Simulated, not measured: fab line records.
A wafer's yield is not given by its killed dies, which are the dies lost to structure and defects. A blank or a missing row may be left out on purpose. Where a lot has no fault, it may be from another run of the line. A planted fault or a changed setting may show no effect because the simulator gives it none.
Struck lot and sound lot, side by side    flow sky130    25 out of 708 route steps
Sound: wafers L449.4, L449.5, L449.6. Wafers L464.1, L464.4, L464.6 were the ones struck. Last of all comes the cause.
Each step with rows lists, per side, the tool, then ch with its chambers, then its first start. Under that, the readings that differ: sound wafers    struck wafers    difference of the means    sigmas: that difference in standard deviations of wafers without a fault.
alike: a reading whose means differ by less than 2 such deviations, as well as words and numbers matching on both sides. not compared: withheld readings; readings where some wafer has no value; bounds like >300 that might hide an equal value; numbers whose values overlap and for which the record gives no deviation.
Wherever a step has rows on one side only, a row that says differs or no value, or a row with sigmas, the two part there. Numbers that have no deviation but don't overlap get no sigmas and don't part them. Lack of a reading on every wafer of one side parts them only where that side has two or more wafers.

SKY_CONTACT_THK_MEAS_26: measures by xrf.
  struck on filmMetro-01, day 36 08:56; sound on filmMetro-03, day 31 10:31
  alike: CONTACT_W_THK
SKY_CONTACT_CMP_27: polishes, stops on SiO2, t overpolish 15 s, target thk 0 nm.
  sound on cmp-02 ch 0,1,3, day 31 10:42; struck on cmp-01 ch 0,1, day 36 08:59
  alike: motorCurrentA, overpolishRunS, timeToEndpointS
SKY_METAL1_SPUTTER_00: material Ti, target thk 15 nm, time 10 s.
  struck on pvdSputter-01, day 36 09:17; sound on pvdSputter-02, day 31 10:51
  alike: throttleValvePct
then, 2 steps without rows for these wafers: SKY_METAL1_SPUTTER_01 (material TiN, target thk 20 nm, time 16.7 s); SKY_METAL1_SPUTTER_02 (material AlCu, target thk 250 nm, time 13.3 s).
SKY_METAL1_SPUTTER_03: material Ti, target thk 5 nm, time 3.3 s.
  struck on pvdSputter-01, day 36 09:22; sound on pvdSputter-02, day 31 10:56
  alike: throttleValvePct
SKY_METAL1_SPUTTER_04: material TiN, target thk 70 nm, time 58.3 s.
  struck on pvdSputter-01, day 36 09:23; sound on pvdSputter-02, day 31 10:57
  alike: throttleValvePct
SKY_METAL1_RS_MEAS_05: uses a four-point probe to measure.
  struck on filmMetro-03, day 36 09:26; sound on filmMetro-04, day 31 11:03
  alike: METAL1_ALCU_RS
SKY_METAL1_THK_MEAS_06: measures by xrf.
  struck on filmMetro-03, day 36 09:33; sound on filmMetro-04, day 31 11:08
  alike: METAL1_ALCU_THK
then, 3 steps without rows for these wafers: SKY_METAL1_DEHYDRATE_07 (time 60 s); SKY_METAL1_HMDS_08 (prime time 60 s); SKY_METAL1_COAT_09 (resist thk 60 nm).
SKY_METAL1_COAT_10: resist thk 450 nm.
  sound on lithoTrack-02 ch 0, day 32 00:00; struck on lithoTrack-04 ch 0, day 36 22:00
reading                                       sound                 struck                difference  sigmas
spinSpeedRpm (rpm)                            3000.6 3000.4 3001.4  2868.7 2870.9 2869.8  -131.0      -62
model.KrF-thick_of_METAL1_COAT_10.thkNm (nm)  450.3 451.8 451.8     460.2 459.9 460.7     +9.0        
  alike: exhaustPa
then, 4 steps without rows for these wafers: SKY_METAL1_SOFTBAKE_11 (time 90 s); SKY_METAL1_EXPOSE_12 (exposes mask MM1, target cd 140 nm); SKY_METAL1_PEB_13; SKY_METAL1_DEVELOP_14 (develop time 60 s).
SKY_METAL1_CD_MEAS_15: the cd target is 140 nm.
  struck on cdSem-01, day 37 12:13; sound on cdSem-02, day 32 13:46
  alike: cdNm
SKY_METAL1_OVL_MEAS_16:
  struck on overlay-01, day 37 12:20; sound on overlay-01, day 32 13:51
  alike: METAL1_OVL
SKY_METAL1_DESCUM_17: chemistry O2, time 8 s.
  sound on rieMetal-01 ch 0,1, day 32 13:52; struck on rieMetal-02 ch 0,1, day 37 12:22
  alike: drypumpMotorCurrentA, oesProductAu, rfFwdPowerW
  not compared: rfHoursCounterH
then, 1 step without rows for these wafers: SKY_METAL1_ETCH_18 (etches BARC in N2/H2, stops on SiO2, time 45.9 s, target depth 60 nm).
SKY_METAL1_METAL_ETCH_19: etches the open film in Cl2/BCl3, stops on SiO2, target depth 360 nm, time 78 s.
  sound on rieMetal-01 ch 0,1, day 32 13:59; struck on rieMetal-02 ch 0,1, day 37 12:28
reading                                       sound              struck             difference  sigmas
model.KrF-thick_of_METAL1_COAT_10.thkNm (nm)  159.3 158.6 163.6  164.6 164.5 165.2  +4.3        
  alike: bcl3FlowSccm, drypumpMotorCurrentA, oesProductAu, rfFwdPowerW, throttleValvePct
  not compared: rfHoursCounterH
SKY_METAL1_STRIP_20: strips in O2/N2.
  sound on plasmaAsher-03 ch 0,1, day 32 14:05; struck on plasmaAsher-03 ch 0,1, day 37 12:33
  alike: drypumpMotorCurrentA, o2FlowSccm, oesProductAu, stripTimeToEndpointS
  not compared: rfHoursCounterH
then, 1 step without rows for these wafers: SKY_METAL1_STRIP_21 (strips in post etch residue remover, time 1200 s).
-- the record jumps here: 12 days lie between the struck wafers' starts before and after (it left off in module METAL1 and takes up again in module PAD_OPEN, whose first step shown is number 708 of the route) --
SKY_PAD_OPEN_PROBE_99:
  struck on prober-01, day 49 05:53; sound on prober-02, day 45 13:50
reading                 sound           struck          difference  sigmas
defectLimitedYield (%)  87.2 84.1 86.2  79.5 83.7 81.1  -4.4        -2
killedDies              63 78 68        101 80 93       +22         +2
sort_bin_6_memory (%)   3.7 5.5 5.1     7.9 6.9 6.7     +2.4        +2
sortNPass               429 414 424     391 412 399     -22         -2
sortYieldPct (%)        87.2 84.1 86.2  79.5 83.7 81.1  -4.4        -2
  alike: killed_at_M0_to_M3, killed_at_M4_up, killedAtContacts, killedAtFrontEnd, killedAtOther, killedOpen, killedShort, sort_bin_3_pad_short, sort_bin_5_function

== WHERE THEY PART ==
Earliest at SKY_METAL1_COAT_10; latest, in this record, at SKY_PAD_OPEN_PROBE_99.

WHY: what the simulator had put in
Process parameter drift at SKY_METAL1_COAT_10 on lithoTrack-04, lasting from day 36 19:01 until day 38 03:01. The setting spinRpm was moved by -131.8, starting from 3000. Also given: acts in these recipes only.
